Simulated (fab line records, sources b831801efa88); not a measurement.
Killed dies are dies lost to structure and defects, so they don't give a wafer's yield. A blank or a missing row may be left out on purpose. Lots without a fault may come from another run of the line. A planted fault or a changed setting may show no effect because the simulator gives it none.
fab line records | flow sky130
record lots=5 wafers=15 last_day=51
route steps=708 shown VIA3@579 METAL4@598 CAP2M@603
lots that met no fault: from a run of the same line without faults
start_h: hours from the record's first day to the start of the lot's first wafer shown | wait_h: hours since the lot's step before | " the same as in the row above | L1.1+2: a row that stands for several wafers | - no value, or no start given | * or withheld: withheld | < > ~ a bound
route shown NAME@n: a module of which the file shows steps, and the number in the route of the first | usual: mean/standard deviation of fault-free wafers | same: alike in all rows | chamber/n: place in a boat | sites: the reading at each site | _std_site: their standard deviation | _edge_site: outer sites' mean less inner sites' | radius_mm: how far each site lies from the wafer's centre | mask NAME#n: copy n | behind: the tool/chamber that last shaped the wafer | hold: why the lot was held/for how many hours/how that ended | device: the transistor (n, p or np) that didn't switch | end of line: the same wafers' tests at the end of the route | a step without rows: its recipe alone | killed: dies lost to structure and defects at the first sort, not the wafer's yield | map: a wafer's dies, x killed, . not, _ none there
set.NAME: the setting as run; set.NAME@STEP: as run at that earlier step | model.NAME: the simulator's own value behind a step, which no gauge read
lots at some steps of the route; a table a step, a row a wafer
services: from which hour (start_h, from the record's first day; less than 0 if before it) a tool's chamber was out of use, for how many hours, and why
## steps
# step SKY_VIA3_COAT_06
# recipe resist=BARC temp_c=withheld time_s=withheld spin_rpm=3000 resist_thk_nm=60
# columns lot.wafer tool chamber start_h wait_h
L078.1+2+3 litho_track-04 0 960.42 0.1
L083.1+4+5 litho_track-02 0 998.53 0.1
L086.4+5+6 litho_track-01 0 1023.68 0.1
L093.1+2+3 litho_track-04 0 1060.22 0.1
L097.1+4+6 litho_track-04 0 1086.32 0.1
# step SKY_VIA3_COAT_07
# recipe resist=KrF-thick spin_rpm=3000 resist_thk_nm=450
# columns lot.wafer tool chamber start_h wait_h
L078.1+2+3 litho_track-04 0 - -
L083.1+4+5 litho_track-02 0 - -
L086.4+5+6 litho_track-01 0 - -
L093.1+2+3 litho_track-04 0 - -
L097.1+4+6 litho_track-04 0 - -
# step SKY_VIA3_SOFTBAKE_08
# recipe temp_c=100 time_s=90 resist=KrF-thick
# columns lot.wafer tool chamber start_h wait_h
L078.1+2+3 litho_track-04 0 - -
L083.1+4+5 litho_track-02 0 - -
L086.4+5+6 litho_track-01 0 - -
L093.1+2+3 litho_track-04 0 - -
L097.1+4+6 litho_track-04 0 - -
# step SKY_VIA3_EXPOSE_09
# recipe mask_id=VIM3 na=0.8 source_shape=annular sigma_inner=0.55 sigma_outer=0.85 target_cd_nm=200 dose_mj=38
# usual focus_offset_nm=0.1/0.57 stage_vel_mm_s=500.00/0.23
# same sigma_inner=0.55
# columns lot.wafer tool chamber start_h wait_h mask focus_offset_nm stage_vel_mm_s
L078.1 krf_scanner-01 0 - - VIM3#0 0.6 499.82
L078.2 " 0 " " VIM3#0 0.3 499.98
L078.3 " 0 " " VIM3#0 0.7 500.08
L083.1 krf_scanner-01 0 - - VIM3#0 0.5 500.30
L083.4 " 0 " " VIM3#0 -0.2 500.39
L083.5 " 0 " " VIM3#0 0.4 499.80
L086.4 krf_scanner-02 0 - - VIM3#0 0.9 500.37
L086.5 " 0 " " VIM3#0 0.4 500.35
L086.6 " 0 " " VIM3#0 0.5 500.00
L093.1 krf_scanner-01 0 - - VIM3#0 -0.2 499.95
L093.2 " 0 " " VIM3#0 0.0 499.76
L093.3 " 0 " " VIM3#0 -0.3 500.37
L097.1 krf_scanner-02 0 - - VIM3#0 -0.8 499.99
L097.4 " 0 " " VIM3#0 -0.3 499.80
L097.6 " 0 " " VIM3#0 -0.6 499.97
# step SKY_VIA3_PEB_10
# recipe peb_temp_c=withheld peb_time_s=withheld resist=KrF-thick
# columns lot.wafer tool chamber start_h wait_h
L078.1+2+3 litho_track-01 0 - -
L083.1+4+5 litho_track-01 0 - -
L086.4+5+6 litho_track-01 0 - -
L093.1+2+3 litho_track-01 0 - -
L097.1+4+6 litho_track-04 0 - -
# step SKY_VIA3_DEVELOP_11
# recipe develop_time_s=60 resist=KrF-thick dev_temp_c=21
# same develop_time_s=60
# columns lot.wafer tool chamber start_h wait_h
L078.1+2+3 litho_track-01 0 - -
L083.1+4+5 litho_track-01 0 - -
L086.4+5+6 litho_track-01 0 - -
L093.1+2+3 litho_track-01 0 - -
L097.1+4+6 litho_track-04 0 - -
# step SKY_VIA3_CD_MEAS_12
# recipe target_cd_nm=200
# usual cd_nm=200.1/1.6
# columns lot.wafer tool chamber start_h wait_h cd_nm
L078.1 cd_sem-02 - 973.06 - 198.6
L078.2 " - " " 199.6
L078.3 " - " " 200.5
L083.1 cd_sem-01 - 1010.96 - 201.7
L083.4 " - " " 200.1
L083.5 " - " " 201.0
L086.4 cd_sem-01 - 1034.82 - 203.4
L086.5 " - " " 203.9
L086.6 " - " " 203.1
L093.1 cd_sem-01 - 1071.11 - 200.0
L093.2 " - " " 199.5
L093.3 " - " " 201.5
L097.1 cd_sem-02 - 1097.57 - 200.4
L097.4 " - " " 199.3
L097.6 " - " " 198.2
# step SKY_VIA3_OVL_MEAS_13
# usual VIA3_OVL=1/5
# columns lot.wafer tool chamber start_h wait_h VIA3_OVL[nm]
L078.1 overlay-01 - 973.18 0.1 4
L078.2 " - " " 6
L078.3 " - " " 5
L083.1 overlay-01 - 1011.08 0.1 -9
L083.4 " - " " -8
L083.5 " - " " -5
L086.4 overlay-01 - 1034.89 0.1 0
L086.5 " - " " 7
L086.6 " - " " 0
L093.1 overlay-01 - 1071.23 0.1 -2
L093.2 " - " " -1
L093.3 " - " " -3
L097.1 overlay-02 - 1097.69 0.1 -2
L097.4 " - " " 8
L097.6 " - " " 8
# step SKY_VIA3_ETCH_14
# recipe chemistry=N2/H2 target=BARC ion_energy_ev=200 source_w=500 bias_w=100 pressure_mtorr=30 n2_flow_sccm=100 h2_flow_sccm=200 stop_on=SiO2 time_s=45.9 target_depth_a=600
# usual chamber_pressure_mTorr=29.999/0.027 drypump_motor_current_A=5.8/0.59 oes_product_au=0.854/0.0046 throttle_valve_pct=13.225/0.009
# columns lot.wafer tool chamber start_h wait_h chamber_pressure_mTorr drypump_motor_current_A oes_product_au rf_hours_counter_h throttle_valve_pct
L078.1 rie_diel-02 2 973.21 0.0 29.978 5.9 0.861 6 13.233
L078.2 " 3 " " 29.996 6.5 0.861 25 13.211
L078.3 " 0 " " 30.024 5.5 0.854 14 13.225
L083.1 rie_diel-01 1 1011.11 0.0 30.018 5.7 0.856 17 13.244
L083.4 " 2 " " 29.997 5.7 0.857 12 13.212
L083.5 " 0 " " 30.001 6.4 0.854 - 13.212
L086.4 rie_diel-02 2 1034.91 0.0 29.996 5.9 0.861 8 13.228
L086.5 " 1 " " 30.052 5.0 0.854 - 13.230
L086.6 " 2 " " 29.962 5.9 0.857 - 13.216
L093.1 rie_diel-03 1 1071.26 0.0 29.995 6.5 0.863 18 13.222
L093.2 " 2 " " 30.032 6.7 0.855 3 13.208
L093.3 " 3 " " 29.996 5.2 0.859 18 13.236
L097.1 rie_diel-02 0 1097.73 0.0 29.999 5.5 0.855 18 13.231
L097.4 " 0 " " 29.982 5.5 0.855 - 13.221
L097.6 " 1 " " 30.028 5.0 0.855 - 13.207
# step SKY_VIA3_ETCH_15
# recipe target=SiO2 chemistry=C4F8/O2/Ar target_depth_nm=507 stop_on=TiN mask_material=KrF-thick source_w=1500 bias_w=1200 pressure_mtorr=40 c4f8_flow_sccm=withheld O2_flow_sccm=6 Ar_flow_sccm=300 time_s=78
# usual chamber_pressure_mTorr=39.99/0.038 oes_product_au=0.946/0.0053
# columns lot.wafer tool chamber start_h wait_h chamber_pressure_mTorr oes_product_au rf_hours_counter_h
L078.1 rie_diel-02 2 973.25 0.0 39.96 0.951 6
L078.2 " 3 " " 39.95 0.942 25
L078.3 " 0 " " 40.01 0.944 14
L083.1 rie_diel-01 1 1011.15 0.0 39.92 0.949 17
L083.4 " 2 " " 39.97 0.947 12
L083.5 " 0 " " 39.90 0.943 -
L086.4 rie_diel-02 2 1034.95 0.0 39.95 0.944 8
L086.5 " 1 " " 39.96 0.955 -
L086.6 " 2 " " 39.99 0.951 -
L093.1 rie_diel-03 1 1071.31 0.0 39.99 0.947 18
L093.2 " 2 " " 39.96 0.942 3
L093.3 " 3 " " 39.96 0.948 18
L097.1 rie_diel-02 0 1097.77 0.0 40.02 0.940 18
L097.4 " 0 " " 40.03 0.943 -
L097.6 " 1 " " 39.97 0.948 -
# step SKY_VIA3_STRIP_16
# recipe chemistry=O2/N2 power_w=1400 pressure_mtorr=1500 platen_temp_c=withheld o2_flow_sccm=3000 n2_flow_sccm=300 overash_fraction=0.5
# usual chamber_pressure_mTorr=1500.2/1.4 drypump_motor_current_A=5.65/0.27 oes_product_au=0.402/0.0046 strip_time_to_endpoint_s=4.135/0.02
# same overash_fraction=0.5
# columns lot.wafer tool chamber start_h wait_h chamber_pressure_mTorr drypump_motor_current_A oes_product_au rf_hours_counter_h strip_time_to_endpoint_s
L078.1 plasma_asher-03 1 973.31 0.0 1500.9 5.94 0.402 120 4.135
L078.2 " 0 " " 1500.8 5.42 0.402 120 4.104
L078.3 " 1 " " 1500.5 5.93 0.398 - 4.147
L083.1 plasma_asher-04 0 1011.21 0.0 1499.8 5.66 0.398 27 4.102
L083.4 " 1 " " 1499.5 5.37 0.407 - 4.114
L083.5 " 1 " " 1501.0 5.34 0.397 - 4.121
L086.4 plasma_asher-04 1 1035.05 0.1 1501.3 5.27 0.396 - 4.143
L086.5 " 0 " " 1499.3 5.65 0.401 - 4.136
L086.6 " 1 " " 1498.5 5.36 0.393 - 4.154
L093.1 plasma_asher-04 0 1071.37 0.0 1499.4 5.62 0.395 33 4.169
L093.2 " 1 " " 1498.6 5.34 0.407 33 4.174
L093.3 " 0 " " 1498.7 5.67 0.408 - 4.133
L097.1 plasma_asher-04 1 1097.83 0.0 1501.9 5.30 0.405 36 4.139
L097.4 " 0 " " 1501.6 5.64 0.401 - 4.144
L097.6 " 0 " " 1503.3 5.59 0.407 - 4.106
# step SKY_VIA3_STRIP_17
# recipe chemistry=post_etch_residue_remover time_s=1200 temp_c=72.5
# columns lot.wafer tool chamber start_h wait_h
L078.1+2+3 wet_bench-02 0 973.41 0.1
L083.1+4+5 wet_bench-03 0 1011.31 0.1
L086.4+5+6 wet_bench-03 0 1035.11 0.0
L093.1+2+3 wet_bench-03 0 1071.47 0.1
L097.1+4+6 wet_bench-02 0 1097.93 0.1
# step SKY_VIA3_CLEAN_18
# recipe chemistry=IPA time_s=180 temp_c=25
# columns lot.wafer tool chamber start_h wait_h
L078.1+2+3 wet_bench-02 1 973.76 0.0
L083.1+4+5 wet_bench-01 3 1011.66 0.0
L086.4+5+6 wet_bench-01 1 1035.46 0.0
L093.1+2+3 wet_bench-03 3 1071.81 0.0
L097.1+4+6 wet_bench-01 3 1098.30 0.0
# step SKY_VIA3_CLEAN_19
# recipe chemistry=O3/DIW dry=n2_spin
# columns lot.wafer tool chamber start_h wait_h
L078.1+2+3 wet_bench-02 2 973.81 0.0
L083.1+4+5 wet_bench-03 0 1011.72 0.0
L086.4+5+6 wet_bench-02 0 1035.51 0.0
L093.1+2+3 wet_bench-03 2 1071.87 0.0
L097.1+4+6 wet_bench-03 1 1098.37 0.0
# step SKY_VIA3_SPUTTER_20
# recipe material=TiN target_thk_nm=20 chamber_pressure_pa=5 power_w=4000 time_s=80
# usual throttle_valve_pct=29.9/0.97
# columns lot.wafer tool chamber start_h wait_h throttle_valve_pct
L078.1 pvd_sputter-01 - 973.91 0.0 31.0
L078.2 " - " " 30.7
L078.3 " - " " 28.5
L083.1 pvd_sputter-02 - 1011.81 0.0 30.9
L083.4 " - " " 29.3
L083.5 " - " " 29.1
L086.4 pvd_sputter-02 - 1035.64 0.0 30.5
L086.5 " - " " 29.0
L086.6 " - " " 28.3
L093.1 pvd_sputter-04 - 1071.96 0.0 31.4
L093.2 " - " " 29.7
L093.3 " - " " 29.8
L097.1 pvd_sputter-02 - 1098.46 0.0 28.2
L097.4 " - " " 30.6
L097.6 " - " " 30.5
# step SKY_VIA3_CVD_21
# recipe material=W target_thk_nm=390 time_s=117.31 temp_c=400 pressure_torr=40
# usual heater_power_w=804/110 susceptor_temp_C=399.98/0.23
# columns lot.wafer tool chamber start_h wait_h heater_power_w susceptor_temp_C
L078.1 cvd_w-01 1 973.97 0.0 896 399.78
L078.2 " 0 " " 778 399.98
L078.3 " 0 " " 784 400.10
L083.1 cvd_w-01 1 1011.87 0.0 888 399.76
L083.4 " 1 " " 914 399.93
L083.5 " 0 " " 790 399.82
L086.4 cvd_w-02 0 1035.72 0.0 873 400.14
L086.5 " 1 " " 637 399.94
L086.6 " 0 " " 899 399.92
L093.1 cvd_w-01 0 1072.02 0.0 789 399.92
L093.2 " 1 " " 916 400.12
L093.3 " 0 " " 779 400.08
L097.1 cvd_w-01 1 1098.52 0.0 904 399.86
L097.4 " 1 " " 920 399.96
L097.6 " 1 " " 891 399.53
# step SKY_VIA3_RS_MEAS_22
# recipe thk_meas_gauge=four-point-probe reads=W_of_VIA3_CVD_21+TiN_of_VIA3_SPUTTER_20
# usual VIA3_W_RS=0.2942/0.0025
# columns lot.wafer tool chamber start_h wait_h VIA3_W_RS[ohm/sq]
L078.1 film_metro-02 - 974.09 0.1 0.2930
L078.2 " - " " 0.2969
L078.3 " - " " 0.2948
L083.1 film_metro-03 - 1012.00 0.1 0.2967
L083.4 " - " " 0.2934
L083.5 " - " " 0.2984
L086.4 film_metro-01 - 1035.86 0.1 0.2928
L086.5 " - " " 0.2948
L086.6 " - " " 0.2936
L093.1 film_metro-02 - 1072.14 0.1 0.2957
L093.2 " - " " 0.2930
L093.3 " - " " 0.2934
L097.1 film_metro-03 - 1098.64 0.1 0.2874
L097.4 " - " " 0.2899
L097.6 " - " " 0.2891
# step SKY_VIA3_THK_MEAS_23
# recipe thk_meas_gauge=xrf reads=W_of_VIA3_CVD_21
# usual VIA3_W_THK=380/6.6
# columns lot.wafer tool chamber start_h wait_h VIA3_W_THK[nm]
L078.1 film_metro-02 - 974.21 0.1 378
L078.2 " - " " 375
L078.3 " - " " 374
L083.1 film_metro-03 - 1012.12 0.1 379
L083.4 " - " " 383
L083.5 " - " " 376
L086.4 film_metro-01 - 1035.95 0.1 389
L086.5 " - " " 387
L086.6 " - " " 389
L093.1 film_metro-02 - 1072.26 0.1 373
L093.2 " - " " 374
L093.3 " - " " 375
L097.1 film_metro-03 - 1098.76 0.1 393
L097.4 " - " " 391
L097.6 " - " " 391
# step SKY_VIA3_CMP_24
# recipe stop_on=SiO2 t_overpolish_s=20 down_force_psi=3.5 platen_rpm=60 target_thk_nm=0 pad_velocity_m_s=0.94248
# usual motor_current_A=10.4/1.2 overpolish_run_s=20.000/0.0083 time_to_endpoint_s=95.7/2.7
# columns lot.wafer tool chamber start_h wait_h motor_current_A overpolish_run_s time_to_endpoint_s
L078.3 cmp-01 3 974.27 0.0 10.3 19.999 98.1
L078.1 " 1 " " 10.2 19.984 96.1
L078.2 " 2 " " 11.0 20.008 95.1
L083.1 cmp-01 1 1012.19 0.1 10.1 20.002 91.8
L083.4 " 3 " " 9.9 19.989 97.1
L083.5 " 2 " " 11.8 20.015 94.4
L086.4 cmp-01 3 1035.98 0.0 9.3 19.988 96.1
L086.5 " 3 " " 10.8 20.012 95.2
L086.6 " 0 " " 8.7 19.987 98.7
L093.3 cmp-01 1 1072.67 0.4 10.2 19.997 98.5
L093.2 " 2 " " 11.4 20.001 98.2
L093.1 " 3 " " 9.6 19.989 100.2
L097.1 cmp-02 2 1098.87 0.1 11.6 20.000 99.3
L097.4 " 3 " " 12.6 19.998 98.7
L097.6 " 1 " " 9.2 19.998 96.9
# step SKY_METAL4_SPUTTER_00
# recipe material=Ti target_thk_nm=15 power_w=3000 time_s=10 chamber_pressure_pa=0.4
# usual throttle_valve_pct=29.8/0.98
# columns lot.wafer tool chamber start_h wait_h throttle_valve_pct
L078.1 pvd_sputter-03 - 974.57 0.1 29.6
L078.2 " - " " 31.3
L078.3 " - " " 28.8
L083.1 pvd_sputter-03 - 1012.49 0.2 31.2
L083.4 " - " " 28.5
L083.5 " - " " 31.1
L086.4 pvd_sputter-02 - 1036.29 0.3 29.3
L086.5 " - " " 30.7
L086.6 " - " " 28.3
L093.1 pvd_sputter-02 - 1072.97 0.1 28.5
L093.2 " - " " 29.3
L093.3 " - " " 29.2
L097.1 pvd_sputter-03 - 1099.12 0.2 31.3
L097.4 " - " " 29.7
L097.6 " - " " 31.0
# step SKY_METAL4_SPUTTER_01
# recipe material=TiN target_thk_nm=20 power_w=6500 time_s=16.7 chamber_pressure_pa=0.4
# usual throttle_valve_pct=29.8/0.98
# columns lot.wafer tool chamber start_h wait_h throttle_valve_pct
L078.1 pvd_sputter-03 - 974.59 0.0 29.5
L078.2 " - " " 31.1
L078.3 " - " " 28.8
L083.1 pvd_sputter-03 - 1012.51 0.0 31.3
L083.4 " - " " 28.4
L083.5 " - " " 31.3
L086.4 pvd_sputter-02 - 1036.32 0.0 29.3
L086.5 " - " " 30.6
L086.6 " - " " 28.5
L093.1 pvd_sputter-02 - 1072.99 0.0 28.2
L093.2 " - " " 29.0
L093.3 " - " " 29.0
L097.1 pvd_sputter-03 - 1099.14 0.0 31.5
L097.4 " - " " 30.0
L097.6 " - " " 31.1
# step SKY_METAL4_SPUTTER_02
# recipe material=AlCu target_thk_nm=735 power_w=10600 time_s=39.1 chamber_pressure_pa=0.4
# usual throttle_valve_pct=29.7/0.98
# columns lot.wafer tool chamber start_h wait_h throttle_valve_pct
L078.1 pvd_sputter-03 - 974.62 0.0 29.6
L078.2 " - " " 31.0
L078.3 " - " " 28.5
L083.1 pvd_sputter-03 - 1012.53 0.0 31.1
L083.4 " - " " 28.3
L083.5 " - " " 31.1
L086.4 pvd_sputter-02 - 1036.35 0.0 29.0
L086.5 " - " " 30.7
L086.6 " - " " 28.2
L093.1 pvd_sputter-02 - 1073.02 0.0 28.4
L093.2 " - " " 29.4
L093.3 " - " " 28.8
L097.1 pvd_sputter-03 - 1099.17 0.0 31.4
L097.4 " - " " 30.0
L097.6 " - " " 31.3
# step SKY_METAL4_SPUTTER_03
# recipe material=Ti target_thk_nm=5 power_w=3000 time_s=3.3 chamber_pressure_pa=0.4
# usual throttle_valve_pct=29.7/0.95
# columns lot.wafer tool chamber start_h wait_h throttle_valve_pct
L078.1 pvd_sputter-03 - 974.66 0.0 29.6
L078.2 " - " " 31.4
L078.3 " - " " 28.4
L083.1 pvd_sputter-03 - 1012.57 0.0 31.1
L083.4 " - " " 28.3
L083.5 " - " " 31.0
L086.4 pvd_sputter-02 - 1036.38 0.0 29.2
L086.5 " - " " 30.7
L086.6 " - " " 28.2
L093.1 pvd_sputter-02 - 1073.06 0.0 28.4
L093.2 " - " " 29.2
L093.3 " - " " 29.3
L097.1 pvd_sputter-03 - 1099.21 0.0 30.9
L097.4 " - " " 30.5
L097.6 " - " " 31.1
# step SKY_METAL4_SPUTTER_04
# recipe material=TiN target_thk_nm=70 power_w=6500 time_s=58.3 chamber_pressure_pa=0.4
# usual throttle_valve_pct=29.7/0.98
# columns lot.wafer tool chamber start_h wait_h throttle_valve_pct
L078.1 pvd_sputter-03 - 974.67 0.0 29.5
L078.2 " - " " 31.0
L078.3 " - " " 28.7
L083.1 pvd_sputter-03 - 1012.59 0.0 31.0
L083.4 " - " " 28.4
L083.5 " - " " 31.5
L086.4 pvd_sputter-02 - 1036.42 0.0 29.2
L086.5 " - " " 30.9
L086.6 " - " " 28.1
L093.1 pvd_sputter-02 - 1073.08 0.0 28.3
L093.2 " - " " 29.5
L093.3 " - " " 29.1
L097.1 pvd_sputter-03 - 1099.23 0.0 31.4
L097.4 " - " " 30.2
L097.6 " - " " 31.4
# step SKY_CAP2M_CVD_00
# recipe material=SiO2 target_thk_nm=15.5 temp_c=400 time_s=withheld rf_w=450
# usual heater_power_w=703/62 susceptor_temp_C=400.03/0.23
# columns lot.wafer tool chamber start_h wait_h heater_power_w susceptor_temp_C
L078.1 pecvd-04 2 974.72 0.0 696 399.94
L078.2 " 1 " " 718 400.14
L078.3 " 0 " " 733 399.56
L083.1 pecvd-03 2 1012.64 0.0 703 400.15
L083.4 " 0 " " 691 400.21
L083.5 " 1 " " 810 400.01
L086.4 pecvd-04 0 1036.45 0.0 711 399.75
L086.5 " 2 " " 740 400.28
L086.6 " 1 " " 731 400.13
L093.1 pecvd-03 2 1073.13 0.0 620 399.74
L093.2 " 0 " " 746 400.18
L093.3 " 1 " " 816 399.69
L097.1 pecvd-03 2 1099.28 0.0 622 400.02
L097.4 " 2 " " 635 399.50
L097.6 " 1 " " 781 400.12
# step SKY_CAP2M_THK_MEAS_01
# recipe reads=SiO2_of_CAP2M_CVD_00
# usual CAP2M_CVD_00_THK=15.45/0.21
# columns lot.wafer tool chamber start_h wait_h CAP2M_CVD_00_THK[nm]
L078.1 film_metro-03 - 974.75 - 15.29
L078.2 " - " " 15.37
L078.3 " - " " 15.47
L083.1 film_metro-04 - 1012.66 - 15.27
L083.4 " - " " 15.26
L083.5 " - " " 15.31
L086.4 film_metro-03 - 1036.49 - 15.81
L086.5 " - " " 15.81
L086.6 " - " " 15.74
L093.1 film_metro-03 - 1073.15 - 15.43
L093.2 " - " " 15.31
L093.3 " - " " 15.34
L097.1 film_metro-04 - 1099.30 - 15.10
L097.4 " - " " 15.28
L097.6 " - " " 15.43
# step SKY_CAP2M_SPUTTER_02
# recipe material=TiN target_thk_nm=200 temp_c=300 power_w=6500 time_s=166.7 chamber_pressure_pa=0.4
# usual susceptor_temp_C=300.00/0.2 throttle_valve_pct=30.1/0.97
# columns lot.wafer tool chamber start_h wait_h susceptor_temp_C throttle_valve_pct
L078.1 pvd_sputter-02 - 974.81 0.1 299.96 29.1
L078.2 " - " " 299.83 28.2
L078.3 " - " " 299.96 30.7
L083.1 pvd_sputter-04 - 1012.72 0.1 300.66 29.6
L083.4 " - " " 300.16 31.1
L083.5 " - " " 299.96 29.6
L086.4 pvd_sputter-04 - 1036.52 0.0 300.06 29.6
L086.5 " - " " 299.82 31.0
L086.6 " - " " 299.88 29.8
L093.1 pvd_sputter-03 - 1073.21 0.1 300.32 28.4
L093.2 " - " " 300.26 30.0
L093.3 " - " " 300.08 29.4
L097.1 pvd_sputter-04 - 1099.36 0.1 300.29 31.4
L097.4 " - " " 300.14 29.8
L097.6 " - " " 299.97 31.1
# step SKY_CAP2M_RS_MEAS_03
# recipe thk_meas_gauge=four-point-probe reads=TiN_of_CAP2M_SPUTTER_02
# usual CAP2M_TIN_RS=6.92/0.068
# columns lot.wafer tool chamber start_h wait_h CAP2M_TIN_RS[ohm/sq]
L078.1 film_metro-01 - 974.91 0.1 6.92
L078.2 " - " " 6.88
L078.3 " - " " 6.99
L083.1 film_metro-03 - 1012.83 0.1 6.84
L083.4 " - " " 6.82
L083.5 " - " " 6.86
L086.4 film_metro-01 - 1036.69 0.1 7.04
L086.5 " - " " 6.97
L086.6 " - " " 6.99
L093.1 film_metro-04 - 1073.32 0.1 7.01
L093.2 " - " " 6.95
L093.3 " - " " 6.96
L097.1 film_metro-03 - 1099.47 0.1 6.82
L097.4 " - " " 6.84
L097.6 " - " " 6.84
# step SKY_CAP2M_THK_MEAS_04
# recipe thk_meas_gauge=xrf reads=TiN_of_CAP2M_SPUTTER_02
# usual CAP2M_TIN_THK=199.5/2.1
# columns lot.wafer tool chamber start_h wait_h CAP2M_TIN_THK[nm]
L078.1 film_metro-01 - 975.03 0.1 199.7
L078.2 " - " " 201.3
L078.3 " - " " 198.0
L083.1 film_metro-03 - 1012.95 0.1 201.8
L083.4 " - " " 201.3
L083.5 " - " " 201.3
L086.4 film_metro-01 - 1036.78 0.1 195.3
L086.5 " - " " 196.5
L086.6 " - " " 197.5
L093.1 film_metro-04 - 1073.44 0.1 198.2
L093.2 " - " " 200.1
L093.3 " - " " 199.0
L097.1 film_metro-03 - 1099.59 0.1 201.6
L097.4 " - " " 201.3
L097.6 " - " " 201.6
# step SKY_CAP2M_DEHYDRATE_05
# recipe temp_c=200 time_s=60
# columns lot.wafer tool chamber start_h wait_h
L078.1+2+3 litho_track-03 0 986.17 11.1
L083.1+4+5 litho_track-01 0 1024.11 11.1
L086.4+5+6 litho_track-03 0 1047.99 11.2
L093.1+2+3 litho_track-03 0 1083.67 10.2
L097.1+4+6 litho_track-03 0 1109.37 9.8
# step SKY_CAP2M_HMDS_06
# recipe prime_time_s=60 prime_temp_c=120
# usual prime_temp_c=119.98/0.13
# columns lot.wafer tool chamber start_h wait_h prime_temp_c
L078.1 litho_track-03 0 986.32 0.1 119.88
L078.2 " 0 " " 120.00
L078.3 " 0 " " 120.02
L083.1 litho_track-01 0 1024.26 0.1 120.03
L083.4 " 0 " " 119.99
L083.5 " 0 " " 119.92
L086.4 litho_track-03 0 1048.14 0.1 120.03
L086.5 " 0 " " 120.07
L086.6 " 0 " " 119.96
L093.1 litho_track-03 0 1083.82 0.1 119.98
L093.2 " 0 " " 119.79
L093.3 " 0 " " 120.16
L097.1 litho_track-03 0 1109.52 0.1 120.07
L097.4 " 0 " " 120.18
L097.6 " 0 " " 120.20
# step SKY_CAP2M_COAT_07
# recipe resist=NOVOLAK spin_rpm=3000 resist_thk_nm=1140
# columns lot.wafer tool chamber start_h wait_h
L078.1+2+3 litho_track-03 0 986.47 0.1
L083.1+4+5 litho_track-01 0 1024.41 0.1
L086.4+5+6 litho_track-03 0 1048.29 0.1
L093.1+2+3 litho_track-03 0 1083.97 0.1
L097.1+4+6 litho_track-03 0 1109.67 0.1
# step SKY_CAP2M_SOFTBAKE_08
# recipe temp_c=90 time_s=60 resist=NOVOLAK
# columns lot.wafer tool chamber start_h wait_h
L078.1+2+3 litho_track-03 0 986.62 0.1
L083.1+4+5 litho_track-01 0 1024.56 0.1
L086.4+5+6 litho_track-03 0 1048.44 0.1
L093.1+2+3 litho_track-03 0 1084.12 0.1
L097.1+4+6 litho_track-03 0 1109.82 0.1
# step SKY_CAP2M_EXPOSE_09
# recipe mask_id=CAP2M na=0.6 source_shape=conventional sigma_outer=0.6 polarization=unpolarized target_cd_nm=1000 dose_mj=159
# usual focus_offset_nm=0.0/0.48 stage_vel_mm_s=499.96/0.3
# columns lot.wafer tool chamber start_h wait_h mask focus_offset_nm stage_vel_mm_s
L078.1 iline_stepper-02 0 - - CAP2M#0 -0.1 499.75
L078.2 " 0 " " CAP2M#0 -1.1 500.05
L078.3 " 0 " " CAP2M#0 0.3 500.20
L083.1 iline_stepper-01 0 - - CAP2M#0 0.1 499.70
L083.4 " 0 " " CAP2M#0 -1.0 499.86
L083.5 " 0 " " CAP2M#0 0.3 500.01
L086.4 iline_stepper-02 0 - - CAP2M#0 0.8 500.28
L086.5 " 0 " " CAP2M#0 -0.2 499.87
L086.6 " 0 " " CAP2M#0 0.1 500.05
L093.1 iline_stepper-01 0 - - CAP2M#0 0.3 499.86
L093.2 " 0 " " CAP2M#0 0.7 499.47
L093.3 " 0 " " CAP2M#0 1.0 499.84
L097.1 iline_stepper-02 0 - - CAP2M#0 0.1 500.49
L097.4 " 0 " " CAP2M#0 0.2 500.88
L097.6 " 0 " " CAP2M#0 0.5 500.63
# step SKY_CAP2M_PEB_10
# recipe temp_c=withheld time_s=* resist=NOVOLAK
# columns lot.wafer tool chamber start_h wait_h
L078.1+2+3 litho_track-03 0 - -
L083.1+4+5 litho_track-01 0 - -
L086.4+5+6 litho_track-03 0 - -
L093.1+2+3 litho_track-01 0 - -
L097.1+4+6 litho_track-03 0 - -
# step SKY_CAP2M_DEVELOP_11
# recipe resist=NOVOLAK developer=TMAH develop_time_s=60 dev_temp_c=23
# same develop_time_s=60
# columns lot.wafer tool chamber start_h wait_h
L078.1+2+3 litho_track-03 0 998.17 0.1
L083.1+4+5 litho_track-01 0 1035.71 0.1
L086.4+5+6 litho_track-03 0 1058.79 0.1
L093.1+2+3 litho_track-01 0 1094.31 0.1
L097.1+4+6 litho_track-03 0 1119.92 0.1
# step SKY_CAP2M_OVL_MEAS_12
# usual CAP2M_OVL=0.0/2
# columns lot.wafer tool chamber start_h wait_h CAP2M_OVL[nm]
L078.1 overlay-01 - 998.32 0.1 -0.5
L078.2 " - " " -1.6
L078.3 " - " " -0.1
L083.1 overlay-02 - 1035.86 0.1 2.0
L083.4 " - " " 1.4
L083.5 " - " " 0.5
L086.4 overlay-01 - 1058.89 0.1 -1.5
L086.5 " - " " 0.1
L086.6 " - " " 0.6
L093.1 overlay-01 - 1094.46 0.1 0.8
L093.2 " - " " 3.3
L093.3 " - " " 1.7
L097.1 overlay-02 - 1120.07 0.1 -0.8
L097.4 " - " " -1.3
L097.6 " - " " 0.1
## services
# columns tool chamber start_h hours kind
cvd_w-01 1 939.71 7.8 repair
pvd_sputter-02 - 940.23 1.1 repair
rie_diel-01 - 943.59 2.8 pm
krf_scanner-02 - 943.66 0.8 pm
rie_diel-03 - 951.78 1.5 repair
pvd_sputter-04 - 955.88 0.6 repair
krf_scanner-02 - 956.24 1.3 pm
krf_scanner-01 - 957.54 1.0 pm
iline_stepper-02 - 958.25 1.7 pm
wet_bench-02 - 974.64 2.8 repair
rie_diel-01 3 975.08 7.2 repair
rie_diel-01 1 975.52 1.7 repair
pvd_sputter-04 - 983.41 4.8 repair
iline_stepper-01 - 994.55 1.7 pm
rie_diel-01 3 1002.56 1.2 repair
plasma_asher-04 - 1013.64 10.1 pm
iline_stepper-02 - 1014.30 4.3 repair
cmp-01 - 1020.43 2.0 repair
rie_diel-02 2 1027.30 4.7 repair
pvd_sputter-04 - 1072.84 3.6 repair
krf_scanner-01 - 1074.67 0.8 pm
rie_diel-02 2 1078.48 31.9 repair
rie_diel-02 3 1083.35 3.5 repair
krf_scanner-01 - 1095.01 1.3 pm
## key
fault none
